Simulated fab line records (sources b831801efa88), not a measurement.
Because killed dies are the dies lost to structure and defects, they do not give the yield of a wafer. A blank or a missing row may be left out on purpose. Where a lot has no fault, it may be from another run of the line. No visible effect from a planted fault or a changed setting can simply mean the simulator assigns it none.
Which tool is to blame?	flow sky130	11 lots with 33 wafers sampled at 3 steps, on a route of 708 steps

WHAT THE GAUGES READ, wafer by wafer
SKY_VT_ADJUST_HVTR_OVL_MEAS_08. Usual: VT_ADJUST_HVTR_OVL gives 0.5 nm (standard deviation 1.4).
lot	measured	on	VT_ADJUST_HVTR_OVL (nm)	flag
L962	day 9 15:35	overlay-01	-1.3 -2.7 -3.0	
L965	day 11 03:44	overlay-01	3.3 1.5 0.6	
L966	day 11 02:47	overlay-01	0.8 -0.1 0.4	
L967	day 11 08:14	overlay-02	1.8 -1.5 -0.4	
L971	day 12 14:08	overlay-02	0.5 0.9 0.9	
L976	day 13 22:47	overlay-01	0.2 -1.5 0.3	
L977	day 14 04:23	overlay-01	-0.5 -0.1 -1.2	
L978	day 15 02:02	overlay-01	0.4 -0.3 0.9	
L982	day 15 19:24	overlay-02	2.0 2.3 2.5	
L983	day 15 22:23	overlay-02	-0.3 -2.4 -0.7	
L984	day 16 12:44	overlay-01	3.0 3.5 3.8	

SKY_SONOS_ONO_THK_MEAS_01. Usual: SONOS_ONO_OXIDATION_THK gives 2.60 nm (standard deviation 0.057).
lot	measured	on	SONOS_ONO_OXIDATION_THK (nm)	flag
L962	day 11 17:42	filmMetro-01	2.57 2.58 2.55	
L965	day 13 04:38	filmMetro-04	2.56 2.62 2.62	
L966	day 13 04:38	filmMetro-03	2.59 2.59 2.53	
L967	day 13 07:55	filmMetro-04	2.60 2.59 2.60	
L971	day 14 19:21	filmMetro-04	2.66 2.68 2.69	
L976	day 16 09:41	filmMetro-04	2.69 2.63 2.69	
L977	day 16 15:47	filmMetro-03	2.56 2.55 2.65	
L978	day 17 14:43	filmMetro-03	2.60 2.72 2.67	
L982	day 18 07:23	filmMetro-04	2.57 2.60 2.65	
L983	day 18 08:36	filmMetro-04	2.61 2.60 2.54	
L984	day 19 01:25	filmMetro-03	2.52 2.57 2.60	

EACH LOT AND THE TOOL THAT RAN IT (in order: tool; ch and the chambers of the sampled wafers; start)
lot	SKY_FIELD_ISO_ETCH_17
L962	rieSi-02 ch 1,3, day 2 10:26
L965	rieSi-02 ch 1,3, day 3 03:41
L966	rieSi-01 ch 1,2,3, day 3 06:58
L967	rieSi-01 ch 0,1,2, day 3 13:02
L971	rieSi-01 ch 0,1,3, day 4 12:29
L976	rieSi-02 ch 1,2, day 5 11:49
L977	rieSi-02 ch 2,3, day 5 15:47
L978	rieSi-02 ch 2,3, day 6 06:29
L982	rieSi-02 ch 1,2, day 6 18:35
L983	rieSi-01 ch 0,2,3, day 6 22:39
L984	rieSi-01 ch 0,2,3, day 7 03:38
- SKY_FIELD_ISO_ETCH_17: etches Si in HBr/Cl2/O2, target depth 342 nm, time 97.7 s.

WHAT THE TOOLS THEMSELVES READ (means of the sampled wafers that have a number; where no wafer has one, the mark that the record gives instead)
SKY_FIELD_ISO_ETCH_17. Usual: biasW 153.0 W, standard deviation 0.45; drypumpMotorCurrentA 5.43 A, standard deviation 0.12; oesProductAu 1.004 a.u., standard deviation 0.011; rfFwdPowerW 596.5 W, standard deviation 1.9; throttleValvePct 25.655 %, standard deviation 0.011.
lot	tool	biasW (W)	drypumpMotorCurrentA (A)	oesProductAu (a.u.)	rfFwdPowerW (W)	throttleValvePct (%)	flag
L962	rieSi-02	153.2	5.35	1.002	595.5	25.647	
L965	rieSi-02	153.2	5.38	1.010	596.1	25.659	
L966	rieSi-01	153.0	5.47	1.017	597.2	25.643	
L967	rieSi-01	153.2	5.35	0.996	595.7	25.649	
L971	rieSi-01	152.7	5.43	1.013	596.5	25.649	
L976	rieSi-02	153.1	5.49	1.002	597.0	25.655	
L977	rieSi-02	153.3	5.42	1.004	598.1	25.653	
L978	rieSi-02	153.3	5.35	1.001	596.9	25.658	
L982	rieSi-02	152.8	5.51	0.999	596.0	25.653	
L983	rieSi-01	153.3	5.43	1.012	596.0	25.654	
L984	rieSi-01	153.3	5.43	1.007	597.9	25.651	

THE ANSWER, worked out from the rows above alone
Rule: a lot is off if the mean of its wafers that have a number lies more than 3 standard deviations from the usual mean. Also off: a lot with no number at a reading for which 4 or more lots have one. Where the step has rows for the other lots, those lots are counted as sound. First the gauges in route order, then the tools' own readings, where a lot's mean is used as printed above. The first step at which some lot is off is used, and at that step the reading that is off furthest; a lot without a number counts as furthest.
None of the lots is off at any reading shown; this tells nothing.

WHAT THE SIMULATOR HAD INSERTED
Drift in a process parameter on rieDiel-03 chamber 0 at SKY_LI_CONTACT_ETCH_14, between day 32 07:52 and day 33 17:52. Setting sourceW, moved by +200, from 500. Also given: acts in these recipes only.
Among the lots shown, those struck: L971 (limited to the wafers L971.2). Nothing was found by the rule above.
